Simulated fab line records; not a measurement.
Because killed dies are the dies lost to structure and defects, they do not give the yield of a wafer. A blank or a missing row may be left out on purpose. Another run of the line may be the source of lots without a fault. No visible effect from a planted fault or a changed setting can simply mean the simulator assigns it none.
Which tool did it? ; flow gf180mcu ; Sampling: 6 lots, 16 wafers, 4 of 602 route steps

## WHAT EACH GAUGE READ, for each wafer
GF_HV_LDD_TW_MEAS_50.
lot;measured;on;HV_LDD_4_TW
L695;day 13 13:50;film metro-04;569.9 569.0 570.0
L697;day 14 05:17;film metro-04;570.6 570.0 573.1
L700;day 15 07:12;film metro-04;576.6 573.6 572.5
L707;day 17 13:13;film metro-02;574.8 526.9
L709;day 18 07:26;film metro-02;574.6 527.7
L714;day 20 03:23;film metro-01;573.9 575.7 577.0

## WHICH TOOL RAN EACH LOT (tool, then ch and the chambers of the sampled wafers, then the start)
lot;GF_POLY_GATE_ETCH_12;GF_HV_LDD_STRIP_22;GF_HV_LDD_IMPLANT_48
L695;rie diel-03 ch 0,1,2, day 10 05:41;plasma asher-03 ch 0,1, day 11 21:24;implanter-01 ch 0, day 13 13:36
L697;rie diel-02 ch 0,2,3, day 10 19:17;plasma asher-01 ch 0,1, day 12 12:51;implanter-01 ch 0, day 14 05:03
L700;rie diel-01 ch 0,2,3, day 11 19:19;plasma asher-03 ch 0,1, day 13 13:36;implanter-04 ch 0, day 15 06:57
L707;rie diel-03 ch 1,3, day 13 19:10;plasma asher-04 ch 0,1, day 15 15:56;implanter-01 ch 0, day 17 12:59
L709;rie diel-02 ch 1,3, day 14 11:20;plasma asher-01 ch 1, day 16 08:56;implanter-01 ch 0, day 18 07:10
L714;rie diel-02 ch 0,1,2, day 16 02:44;plasma asher-04 ch 0,1, day 18 01:56;implanter-02 ch 0, day 20 03:10
- GF_POLY_GATE_ETCH_12: etches BARC in N2/H2.
- GF_HV_LDD_STRIP_22: strips in O2/N2.
- GF_HV_LDD_IMPLANT_48

## THE ANSWER, worked out from the rows above alone
Rule: what is usual is taken from the lots themselves. The widest of any qualifying gaps counts: lots, ordered by their means at a reading, are off when they make up no more than a third of the lots, leave a main group of 4 or more, and stand apart from it by 3 or more times the standard deviation of that group's means. A main group whose means are all the same, to the digits that the tables above print for the reading, isn't used. A lot without any number at a reading at which 4 lots or more have one is off too. Where the step has rows for the other lots, those lots are counted as sound.
Off: at GF_HV_LDD_TW_MEAS_50 (HV_LDD_4_TW), L707, L709. For the main group the mean is 572.7 and the standard deviation 2.3.
If a tool, at a process step before that reading, ran all the lots that are off and no sound lot after the first of them, it fits. Gauges at GF_HV_LDD_TW_MEAS_50: tried the same way as those tools. This does not decide it: 2 tools fit, namely implanter-01 at GF_HV_LDD_IMPLANT_48 and film metro-02 at GF_HV_LDD_TW_MEAS_50.

## WHAT THE SIMULATOR HAD INSERTED
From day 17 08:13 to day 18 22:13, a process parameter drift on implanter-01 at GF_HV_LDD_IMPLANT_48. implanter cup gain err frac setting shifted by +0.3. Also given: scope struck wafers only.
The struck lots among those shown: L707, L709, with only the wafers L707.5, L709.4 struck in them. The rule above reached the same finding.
